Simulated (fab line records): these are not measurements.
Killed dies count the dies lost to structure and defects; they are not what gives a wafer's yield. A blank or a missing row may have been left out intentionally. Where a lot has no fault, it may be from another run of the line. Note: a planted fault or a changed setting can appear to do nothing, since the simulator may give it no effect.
A struck lot beside a sound one :: flow sky130 :: 17 steps out of a route of 708
Sound: wafers L714.3, L714.4, L714.6. Struck: wafer L717.1. (L717.5 of the same lot was not struck and is left out.) The cause comes at the end.
Each step with rows lists, per side, the tool, then ch with its chambers, then its first start. Under that, the readings that differ: sound wafers :: struck wafers :: difference of the means :: sigmas: that difference in standard deviations of wafers without a fault.
alike: readings with means less than 2 such deviations apart, plus words and numbers identical on both sides. not compared: withheld readings, readings lacking a value on some wafer, bounds such as >300 that could conceal the same value, and numbers that have no deviation in the record and whose values overlap.
Wherever a step has rows on one side only, a row that says differs or no value, or a row with sigmas, the two part there. Numbers that don't overlap but have no deviation are shown without sigmas and don't part them. A reading missing from all wafers of one side parts the sides only when that side holds two or more wafers.

first, 3 steps without rows for these wafers: SKY_VIA1_EXPOSE_09 (exposes mask VIM, target cd 150 nm); SKY_VIA1_PEB_10; SKY_VIA1_DEVELOP_11 (develop time 60 s).
SKY_VIA1_CD_MEAS_12: target cd 150 nm.
  sound on cd_sem-01, day 37 15:57; struck on cd_sem-01, day 38 19:15
  alike: cd_nm
SKY_VIA1_OVL_MEAS_13:
  sound on overlay-01, day 37 16:03; struck on overlay-01, day 38 19:22
  alike: VIA1_OVL
SKY_VIA1_ETCH_14: etches BARC in N2/H2, stops on SiO2, time 45.9 s, target depth 60 nm.
  sound on rie_diel-04 ch 0,2,3, day 37 16:04; struck on rie_diel-04 ch 0, day 38 19:25
  alike: drypump_motor_current_A, oes_product_au, throttle_valve_pct
  not compared: rf_hours_counter_h
SKY_VIA1_ETCH_15: etches SiO2 in C4F8/O2/Ar, stops on TiN, target depth 351 nm, time 54 s.
  sound on rie_diel-04 ch 0,2,3, day 37 16:07; struck on rie_diel-04 ch 0, day 38 19:27
reading: oes_product_au (a.u.)
sound: 0.982 0.973 0.983
struck: 0.994
difference: +0.015
sigmas: +3
  not compared: rf_hours_counter_h
SKY_VIA1_STRIP_16: strips in O2/N2.
  sound on plasma_asher-01 ch 0,1, day 37 16:11; struck on plasma_asher-01 ch 1, day 38 19:30
reading: rf_hours_counter_h (h)
sound: - - -
struck: 51
difference: no value on the sound wafers
sigmas: 
  alike: drypump_motor_current_A, oes_product_au, strip_time_to_endpoint_s
then, 3 steps without rows for these wafers: SKY_VIA1_STRIP_17 (strips in post etch residue remover, time 1200 s); SKY_VIA1_CLEAN_18 (cleans in IPA, time 180 s); SKY_VIA1_CLEAN_19 (cleans in O3/DIW).
SKY_VIA1_SPUTTER_20: material TiN, target thk 20 nm, time 80 s.
  sound on pvd_sputter-01, day 37 16:47; struck on pvd_sputter-01, day 38 20:07
  alike: throttle_valve_pct
SKY_VIA1_CVD_21: deposits W, target thk 270 nm, time 80.902 s.
  sound on cvd_w-02 ch 0,1, day 37 16:53; struck on cvd_w-01 ch 1, day 38 20:11
reading: since_wet_clean_h (h)
sound: - - -
struck: 504
difference: no value on the sound wafers
sigmas: 

reading: model.W_of_VIA1_CVD_21.thk_nm (nm)
sound: 266.4 265.2 267.9
struck: 419.6
difference: +153.1
sigmas: 
  alike: heater_power_outer_w, heater_power_w
SKY_VIA1_RS_MEAS_22: uses a four-point probe to measure.
  sound on film_metro-01, day 37 16:59; struck on film_metro-01, day 38 20:16
reading: VIA1_W_RS (ohm/sq)
sound: 0.433 0.435 0.431
struck: 0.273
difference: -0.160
sigmas: -35
SKY_VIA1_THK_MEAS_23: measures by xrf.
  sound on film_metro-01, day 37 17:05; struck on film_metro-01, day 38 20:23
reading: VIA1_W_THK (nm)
sound: 274 271 275
struck: 440
difference: +167
sigmas: +52
SKY_VIA1_CMP_24: polishes, stops on SiO2, t overpolish 15 s, target thk 0 nm.
  sound on cmp-02 ch 0,1, day 37 17:11; struck on cmp-01 ch 2, day 38 20:57
reading: time_to_endpoint_s (s)
sound: 61 66 63
struck: 104
difference: +41
sigmas: +12
  alike: motor_current_A
SKY_METAL2_SPUTTER_00: material Ti, target thk 15 nm, time 10 s.
  sound on pvd_sputter-04, day 37 17:26; struck on pvd_sputter-03, day 38 21:12
  alike: throttle_valve_pct

== WHERE THEY PART ==
Earliest at SKY_VIA1_ETCH_15; latest, in this record, at SKY_VIA1_CMP_24. Later steps at which nothing parts them and some readings are alike: SKY_METAL2_SPUTTER_00.

WHY: what the simulator had put in
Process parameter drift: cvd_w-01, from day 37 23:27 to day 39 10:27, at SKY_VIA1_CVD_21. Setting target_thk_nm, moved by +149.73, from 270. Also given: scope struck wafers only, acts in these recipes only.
